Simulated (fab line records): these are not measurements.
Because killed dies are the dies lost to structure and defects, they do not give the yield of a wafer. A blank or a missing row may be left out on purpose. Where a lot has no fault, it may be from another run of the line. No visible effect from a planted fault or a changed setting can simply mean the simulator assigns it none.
The same fault as seen by 2 desks + flow sky130 + every desk sees just its own numbers, and what lay behind them comes last

## THE METROLOGY DESK
What the gauges read for every lot (on any tool): the sampled wafers with a number, averaged. Marked OUT: a lot whose mean sits more than 4 standard deviations from the usual mean, which makes it out of limits; the brackets give that distance.
Columns: A = VIA1_BOW at SKY_VIA1_BOW_MEAS_03, usual 80 um; B = VIA2_HDPCVD_THK at SKY_VIA2_THK_MEAS_01, usual 1180 nm
| lot  | first seen here | A  | B    |
|------|-----------------|----|------|
| L227 | day 32 17:56    | 78 | 1177 |
| L228 | day 33 07:40    | 82 | 1170 |
| L230 | day 34 03:10    | 85 | 1175 |
| L233 | day 34 19:37    | 82 | 1187 |
| L239 | day 36 18:08    | 85 | 1180 |
| L241 | day 37 05:16    | 81 | 1196 |
| L243 | day 37 23:27    | 77 | 1191 |
| L244 | day 38 02:35    | 77 | 1176 |
| L245 | day 38 09:35    | 81 | 1181 |
| L246 | day 38 11:38    | 80 | 1180 |
| L248 | day 39 01:50    | 81 | 1190 |
| L249 | day 39 04:01    | 77 | 1187 |
| L250 | day 39 14:40    | 79 | 1180 |
Result from this desk: across the 13 lots, nothing is out of limits.

## AT THE TOOL OWNER'S DESK: litho track-02
Per lot that ran on this tool, the mean of the sampled wafers carrying a number, from the tool's own readings at SKY_VIA2_SOFTBAKE_08 (time 90 s). Marked OUT: a lot whose mean sits more than 4 standard deviations from the usual mean, which makes it out of limits; the brackets give that distance.
Columns: A = heater power total W at SKY_VIA2_SOFTBAKE_08, usual 57.36 W; B = plate temp C at SKY_VIA2_SOFTBAKE_08, usual 100.02 C; C = run length s at SKY_VIA2_SOFTBAKE_08, usual 119.15 s
| lot  | first seen here | A                | B      | C                |
|------|-----------------|------------------|--------|------------------|
| L228 | day 36 03:00    | 57.39            | 100.00 | 119.36           |
| L230 | day 36 22:00    | 57.25            | 100.00 | 119.25           |
| L233 | day 37 13:00    | 58.12 (+6.4) OUT | 100.12 | 115.88 (-18) OUT |
This desk finds L233 out of limits, L233 being first, at day 37 13:00 (heater power total W at SKY_VIA2_SOFTBAKE_08). L228, L230 stayed within limits.

## TAKEN TOGETHER
The tool owner's desk had the chance to raise an alarm at day 37 13:00 on L233.
From the metrology desk's view, nothing was out of limits.
The metrology desk holds a record of L233, inside its limits.
All the named lots went through SKY_VIA2_SOFTBAKE_08 on litho track-02.

## WHAT HAD BEEN PUT IN BY THE SIMULATOR
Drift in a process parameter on litho track-02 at SKY_VIA2_SOFTBAKE_08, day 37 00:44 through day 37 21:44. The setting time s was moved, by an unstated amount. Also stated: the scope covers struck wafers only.
Struck lots among those shown: L233.
Time in hours from fault onset to the first out-of-limits reading at each desk: the tool owner's desk, 12.
